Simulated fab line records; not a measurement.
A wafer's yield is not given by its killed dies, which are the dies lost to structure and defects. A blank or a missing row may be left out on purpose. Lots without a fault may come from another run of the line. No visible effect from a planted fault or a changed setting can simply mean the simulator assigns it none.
fab line records | flow gf180mcu | part 2 of 2: steps 31 to 43 of 43
[record] lots = 5 wafers = 15 lastDay = 33
route steps=602 shown HV_LDD@231 NSD@235 PSD@248 SAB@264
lots that met no fault: from a run of the same line without faults
startH: the number of hours between the record's first day and the start of the first shown wafer of the lot | waitH: time in hours since the lot's previous step | " same as the row above | L1.1+2: a single row standing in for several wafers | - no value, or no start was given | * or withheld: withheld | < > ~ a bound
route shown NAME@n: NAME is a module with steps in the file, n the number in the route of the first one | usual: average and standard deviation across the fault-free wafers | same: alike in all rows | chamber/n: place in a boat | sites: per-site readings | _std_site: the values' standard deviation | _edge_site: inner sites' mean taken away from outer sites' mean | radiusMm: for every site, how far away it sits from the centre of the wafer | mask NAME#n: copy n | behind: the most recent tool/chamber to have shaped the wafer | hold: the reason the lot was held/the length of the hold in hours/how it ended | device: names the non-switching transistor (n, p or np) | end of line: the route-end tests of the same wafers | a step without rows: its recipe alone | killed: at the first sort, the dies lost to defects and structure; wafer yield is something else | map: per-die view of a wafer (x killed, . not killed, _ where there is no die)
set.NAME: the setting the step ran with; set.NAME@STEP: the setting that earlier step ran with | model.NAME: the simulator's own value behind a step, which no gauge read
lots at some steps of the route; a table a step, a row a wafer
services: the hour from which a tool's chamber was out of use, counted from the record's first day as startH (under 0 if before that day), plus the number of hours and why
[[steps]]
[step GF_PSD_RTA_13]
[recipe] tempC = 1025 timeS = 20 ambient = N2
[usual] lampPowerPct = 35/4.8 wafer_temp_C_max = 1030.6/2.1
// columns lot.wafer tool chamber startH waitH lampPowerPct wafer_temp_C_max
L083.2 rtpAnneal-01 0 398.59 0.0 30 1030.4
L083.4 " 0 " " 30 1029.9
L083.6 " 0 " " 30 1029.3
L084.4 rtpAnneal-02 0 400.14 0.0 40 1033.8
L084.5 " 0 " " 40 1033.5
L084.6 " 0 " " 40 1036.1
L086.2 rtpAnneal-01 0 418.72 0.0 30 1027.9
L086.3 " 0 " " 30 1028.7
L086.6 " 0 " " 30 1028.5
L089.2 rtpAnneal-01 0 443.77 0.0 30 1028.8
L089.3 " 0 " " 30 1027.9
L089.4 " 0 " " 30 1028.5
L093.2 rtpAnneal-01 0 478.56 0.0 30 1029.4
L093.4 " 0 " " 30 1030.2
L093.5 " 0 " " 30 1027.6
[step GF_PSD_RS_MEAS_14]
[recipe] thkMeasGauge = four-point-probe
[usual] NSD_RS = 46.18/0.082
// columns lot.wafer tool chamber startH waitH NSD_RS[ohm/sq]
L083.2 filmMetro-03 - 398.68 0.1 46.21
L083.4 " - " " 46.25
L083.6 " - " " 46.20
L084.4 filmMetro-03 - 400.24 0.1 46.10
L084.5 " - " " 46.13
L084.6 " - " " 46.29
L086.2 filmMetro-02 - 418.81 0.1 46.20
L086.3 " - " " 46.13
L086.6 " - " " 46.14
L089.2 filmMetro-01 - 443.86 0.1 46.03
L089.3 " - " " 46.10
L089.4 " - " " 46.00
L093.2 filmMetro-02 - 478.65 0.1 46.02
L093.4 " - " " 46.10
L093.5 " - " " 46.15
[step GF_PSD_RS_MEAS_15]
[recipe] thkMeasGauge = four-point-probe
[usual] PSD_RS = 108.66/0.26
// columns lot.wafer tool chamber startH waitH PSD_RS[ohm/sq]
L083.2 filmMetro-03 - 398.80 0.1 108.96
L083.4 " - " " 109.19
L083.6 " - " " 108.70
L084.4 filmMetro-03 - 400.36 0.1 108.47
L084.5 " - " " 108.43
L084.6 " - " " 108.49
L086.2 filmMetro-02 - 418.93 0.1 108.35
L086.3 " - " " 108.54
L086.6 " - " " 108.58
L089.2 filmMetro-01 - 443.98 0.1 108.15
L089.3 " - " " 108.48
L089.4 " - " " 108.23
L093.2 filmMetro-02 - 478.77 0.1 108.39
L093.4 " - " " 108.68
L093.5 " - " " 108.47
[step GF_SAB_CVD_00]
[recipe] material = SiO2 targetThkNm = 50 precursor = TEOS tempC = 400 timeS = 4.9302 rfW = 600
[usual] heaterPowerW = 688/120
// columns lot.wafer tool chamber startH waitH heaterPowerW
L083.2 pecvd-03 1 398.90 0.1 623
L083.4 " 1 " " 631
L083.6 " 2 " " 670
L084.4 pecvd-01 2 400.43 0.0 681
L084.5 " 1 " " 669
L084.6 " 0 " " 640
L086.2 pecvd-02 2 419.03 0.1 708
L086.3 " 0 " " 1005
L086.6 " 0 " " 986
L089.2 pecvd-01 0 444.08 0.1 681
L089.3 " 1 " " 563
L089.4 " 2 " " 669
L093.2 pecvd-02 2 478.87 0.1 688
L093.4 " 0 " " 892
L093.5 " 1 " " 502
[step GF_SAB_THK_MEAS_01]
[recipe] reads = SiO2_of_SAB_CVD_00
[usual] SAB_CVD_00_THK = 50.0/0.84
// columns lot.wafer tool chamber startH waitH SAB_CVD_00_THK[nm]
L083.2 filmMetro-01 - 398.93 0.0 49.3
L083.4 " - " " 49.7
L083.6 " - " " 49.6
L084.4 filmMetro-02 - 400.47 0.0 50.2
L084.5 " - " " 50.6
L084.6 " - " " 50.8
L086.2 filmMetro-01 - 419.06 0.0 50.1
L086.3 " - " " 49.5
L086.6 " - " " 50.2
L089.2 filmMetro-02 - 444.11 0.0 49.8
L089.3 " - " " 50.2
L089.4 " - " " 50.0
L093.2 filmMetro-04 - 478.90 0.0 50.4
L093.4 " - " " 51.3
L093.5 " - " " 49.4
[step GF_SAB_DEHYDRATE_02]
[recipe] tempC = 200 timeS = 60
// columns lot.wafer tool chamber startH waitH
L083.2+4+6 lithoTrack-03 0 409.74 10.8
L084.4+5+6 lithoTrack-01 0 411.66 11.2
L086.2+3+6 lithoTrack-04 0 430.29 11.2
L089.2+3+4 lithoTrack-01 0 455.21 11.1
L093.2+4+5 lithoTrack-03 0 490.34 11.4
[step GF_SAB_HMDS_03]
[recipe] primeTimeS = 60 primeTempC = 120
// columns lot.wafer tool chamber startH waitH
L083.2+4+6 lithoTrack-03 0 409.89 0.1
L084.4+5+6 lithoTrack-01 0 411.81 0.1
L086.2+3+6 lithoTrack-04 0 430.44 0.1
L089.2+3+4 lithoTrack-01 0 455.36 0.1
L093.2+4+5 lithoTrack-03 0 490.49 0.1
[step GF_SAB_COAT_04]
[recipe] resist = NOVOLAK spinRpm = 3000 resistThkNm = 1000
// columns lot.wafer tool chamber startH waitH
L083.2+4+6 lithoTrack-03 0 410.04 0.1
L084.4+5+6 lithoTrack-01 0 411.96 0.1
L086.2+3+6 lithoTrack-04 0 430.59 0.1
L089.2+3+4 lithoTrack-01 0 455.51 0.1
L093.2+4+5 lithoTrack-03 0 490.64 0.1
[step GF_SAB_SOFTBAKE_05]
[recipe] tempC = 90 timeS = 60 resist = NOVOLAK
// columns lot.wafer tool chamber startH waitH
L083.2+4+6 lithoTrack-03 0 410.19 0.1
L084.4+5+6 lithoTrack-01 0 412.11 0.1
L086.2+3+6 lithoTrack-04 0 430.74 0.1
L089.2+3+4 lithoTrack-01 0 455.66 0.1
L093.2+4+5 lithoTrack-03 0 490.79 0.1
[step GF_SAB_EXPOSE_06]
[recipe] maskId = SAB targetCdNm = 420 na = 0.6 sourceShape = conventional sigmaOuter = 0.6 doseMj = 140
[usual] exposureDoseMJCm2 = 139.93/0.13
// columns lot.wafer tool chamber startH waitH mask exposureDoseMJCm2
L083.2 ilineStepper-01 0 - - SAB#0 139.85
L083.4 " 0 " " SAB#0 139.89
L083.6 " 0 " " SAB#0 139.96
L084.4 ilineStepper-01 0 - - SAB#0 139.76
L084.5 " 0 " " SAB#0 139.78
L084.6 " 0 " " SAB#0 139.84
L086.2 ilineStepper-01 0 - - SAB#0 139.84
L086.3 " 0 " " SAB#0 140.01
L086.6 " 0 " " SAB#0 140.04
L089.2 ilineStepper-02 0 - - SAB#0 139.96
L089.3 " 0 " " SAB#0 140.12
L089.4 " 0 " " SAB#0 140.09
L093.2 ilineStepper-02 0 - - SAB#0 139.94
L093.4 " 0 " " SAB#0 139.94
L093.5 " 0 " " SAB#0 139.85
[step GF_SAB_PEB_07]
[recipe] tempC = withheld timeS = * resist = NOVOLAK
// columns lot.wafer tool chamber startH waitH
L083.2+4+6 lithoTrack-03 0 - -
L084.4+5+6 lithoTrack-03 0 - -
L086.2+3+6 lithoTrack-03 0 - -
L089.2+3+4 lithoTrack-01 0 - -
L093.2+4+5 lithoTrack-01 0 - -
[step GF_SAB_DEVELOP_08]
[recipe] developTimeS = 60 devTempC = 23
// columns lot.wafer tool chamber startH waitH
L083.2+4+6 lithoTrack-03 0 421.99 0.1
L084.4+5+6 lithoTrack-03 0 423.59 0.1
L086.2+3+6 lithoTrack-03 0 443.09 0.1
L089.2+3+4 lithoTrack-01 0 467.66 0.1
L093.2+4+5 lithoTrack-01 0 502.51 0.1
[step GF_SAB_CD_MEAS_09]
[recipe] targetCdNm = 420
[usual] cdNm = 419.8/2.3
// columns lot.wafer tool chamber startH waitH cdNm
L083.2 cdSem-01 - 422.13 0.1 422.9
L083.4 " - " " 420.2
L083.6 " - " " 421.7
L084.4 cdSem-01 - 423.72 0.1 420.0
L084.5 " - " " 420.4
L084.6 " - " " 418.5
L086.2 cdSem-01 - 443.23 0.1 419.3
L086.3 " - " " 418.7
L086.6 " - " " 419.3
L089.2 cdSem-01 - 467.81 0.1 424.8
L089.3 " - " " 421.1
L089.4 " - " " 422.7
L093.2 cdSem-02 - 502.66 0.1 423.4
L093.4 " - " " 422.8
L093.5 " - " " 424.6
[[services]]
// columns tool chamber startH hours kind
ilineStepper-02 - 328.91 0.6 repair
plasmaAsher-04 - 329.59 2.6 repair
rieDiel-03 1 342.89 1.9 repair
pecvd-03 - 354.42 2.8 pm
plasmaAsher-02 - 362.67 1.3 repair
rieDiel-04 2 369.75 11.9 repair
implanter-04 - 370.24 1.9 repair
ilineStepper-02 - 375.72 2.1 pm
plasmaAsher-04 - 380.84 12.4 repair
implanter-01 - 381.82 1.9 repair
lpcvd-02 - 384.60 1.4 repair
lpcvd-02 - 400.78 2.8 pm
pecvd-02 - 415.40 0.8 repair
plasmaAsher-04 - 421.25 9.0 pm
lpcvd-01 - 428.97 0.8 pm
implanter-01 - 445.31 3.7 pm
plasmaAsher-01 - 451.30 1.8 repair
pecvd-02 2 454.43 23.3 repair
rieDiel-04 3 454.94 3.3 repair
plasmaAsher-01 - 464.65 28.1 pm
ilineStepper-02 - 469.33 0.6 repair
ilineStepper-02 - 480.93 1.7 pm
implanter-02 - 488.21 2.2 repair
ilineStepper-01 - 497.51 1.7 pm
